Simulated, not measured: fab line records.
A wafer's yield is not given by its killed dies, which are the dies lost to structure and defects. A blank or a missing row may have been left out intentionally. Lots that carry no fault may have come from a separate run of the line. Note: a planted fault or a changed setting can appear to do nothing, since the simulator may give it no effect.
What tool caused it?	flow sky130	36 wafers sampled from 12 lots at 1 step of a route of 708

WHAT THE GAUGES SHOWED, per wafer
SKY_LI_CONTACT_THK_MEAS_01.
lot	measured	on	LI_CONTACT_HDPCVD_THK (nm)
L076	day 29 09:16	film-metro-03	945 936 935
L077	day 29 10:22	film-metro-03	936 933 938
L079	day 29 12:49	film-metro-03	927 925 931
L081	day 30 11:37	film-metro-01	925 916 912
L083	day 30 23:04	film-metro-01	933 918 948
L084	day 31 12:20	film-metro-01	937 931 923
L087	day 32 02:52	film-metro-03	934 929 934
L089	day 32 16:56	film-metro-04	931 936 937
L091	day 33 14:46	film-metro-04	934 936 935
L093	day 34 06:37	film-metro-01	929 927 920
L095	day 34 19:55	film-metro-04	912 933 932
L097	day 35 09:53	film-metro-03	943 934 934

WHICH TOOL RAN EACH LOT (tool, then ch and the chambers of the sampled wafers, then the start)
There is no process step in the record ahead of these readings.

THE ANSWER, worked out from the rows above alone
Rule: the usual values come from the lots themselves. Put in order of their means at a reading, lots are off if they are a third of the lots or fewer, leave a main group of 4 or more, and stand apart from it by a gap of 3 or more times the standard deviation of the main group's means; of several such gaps the widest counts. A main group is skipped when, at the precision printed for the reading in the tables above, its means are all equal. A lot without any number at a reading at which 4 lots or more have one is off too. Where the step has rows for the other lots, those lots are counted as sound.
Across all readings shown, no lot is off: no conclusion can be drawn from this.

WHAT THE SIMULATOR HAD INSERTED
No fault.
